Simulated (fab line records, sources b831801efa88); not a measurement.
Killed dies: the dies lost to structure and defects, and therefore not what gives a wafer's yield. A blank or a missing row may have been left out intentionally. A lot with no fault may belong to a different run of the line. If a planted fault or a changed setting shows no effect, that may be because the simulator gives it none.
Comparing a struck lot with a sound one | flow sky130 | 15 steps out of a route of 708
Sound: the wafers L459.3, L459.5, L459.6. The struck wafers were L467.1, L467.2, L467.4. The cause is given at the end.
Per side, at each step with rows, come the tool, then ch with its chambers, and then its first start. Under that, the readings that differ: sound wafers | struck wafers | difference of the means | sigmas: that difference in standard deviations of wafers without a fault.
alike: words and numbers the same on both sides, and readings whose means are apart by under 2 such deviations; not compared: readings that were withheld, readings missing a value for some wafer, numbers with overlapping values and no deviation given by the record, and bounds like >300 which may hide the same value.
Wherever a step has rows on one side only, a row that says differs or no value, or a row with sigmas, the two part there. Numbers that have no deviation but don't overlap get no sigmas and don't part them. Lack of a reading on every wafer of one side parts them only where that side has two or more wafers.

SKY_RES_PROTECT_STRIP_07: strips in O2/N2.
  sound on plasma-asher-04 ch 0,1, day 16 21:13; struck on plasma-asher-01 ch 0,1, day 19 18:26
  reading                      | sound             | struck            | difference | sigmas
  strip-time-to-endpoint-s (s) | 23.28 23.27 23.25 | 23.36 23.36 23.39 | +0.10      | +3
  alike: drypump-motor-current-A, oes-product-au
  not compared: rf-hours-counter-h
SKY_RES_PROTECT_TW_MEAS_08:
  sound: film-metro-01 at day 16 21:19; struck: film-metro-04 at day 19 18:32
  alike: POLY_GATE_TW
then, 2 steps without rows for these wafers: SKY_RES_PROTECT_CLEAN_09 (cleans in SC1/SC2, time 150 s); SKY_POLY_GATE_CVD_03 (deposits Si3N4 from DCS/NH3, target thk 75 nm, time 1290 s).
SKY_POLY_GATE_THK_MEAS_04:
  sound: film-metro-01 at day 16 22:47; struck: film-metro-01 at day 19 20:01
  reading                   | sound          | struck         | difference | sigmas
  POLY_GATE_CVD_03_THK (nm) | 75.5 75.5 75.8 | 73.1 73.6 72.9 | -2.4       | -4
then, 7 steps without rows for these wafers: SKY_POLY_GATE_DEHYDRATE_05 (time 60 s); SKY_POLY_GATE_HMDS_06 (prime time 60 s); SKY_POLY_GATE_COAT_07 (resist thk 110 nm); SKY_POLY_GATE_COAT_08 (resist thk 450 nm); SKY_POLY_GATE_SOFTBAKE_09 (time 90 s); SKY_POLY_GATE_EXPOSE_10 (exposes mask P1M, target cd 150 nm); SKY_POLY_GATE_PEB_11.
SKY_POLY_GATE_DEVELOP_12: develop time 60 s.
  sound on litho-track-03 ch 0, day 18 03:00; struck on litho-track-01 ch 0, day 21 01:00
  reading              | sound             | struck            | difference | sigmas
  developer-temp-C (C) | 21.00 21.01 21.09 | 18.82 18.61 18.75 | -2.31      | -23
SKY_POLY_GATE_CD_MEAS_13 targets a cd of 150 nm.
  sound: cd-sem-02 at day 18 04:08; struck: cd-sem-02 at day 21 02:04
  alike: cd-nm
-- a jump in the record: the struck wafers' starts before and after are 28 days apart (it breaks off in module POLY_GATE and resumes in module PAD_OPEN, where the first step shown is number 708 of the route) --
SKY_PAD_OPEN_PROBE_99:
  sound: prober-01 at day 47 01:46; struck: prober-01 at day 48 22:25
  alike: killed_at_M0_to_M3, killed_at_M4_up, killed-at-contacts, killed-at-front-end, killed-at-other, killed-dies, killed-open, killed-short

WHERE THEY PART
Last at SKY_POLY_GATE_DEVELOP_12 as far as this record goes, first at SKY_RES_PROTECT_STRIP_07. Later steps at which nothing parts them and some readings are alike: SKY_POLY_GATE_CD_MEAS_13, SKY_PAD_OPEN_PROBE_99.

WHY: what had been put in by the simulator
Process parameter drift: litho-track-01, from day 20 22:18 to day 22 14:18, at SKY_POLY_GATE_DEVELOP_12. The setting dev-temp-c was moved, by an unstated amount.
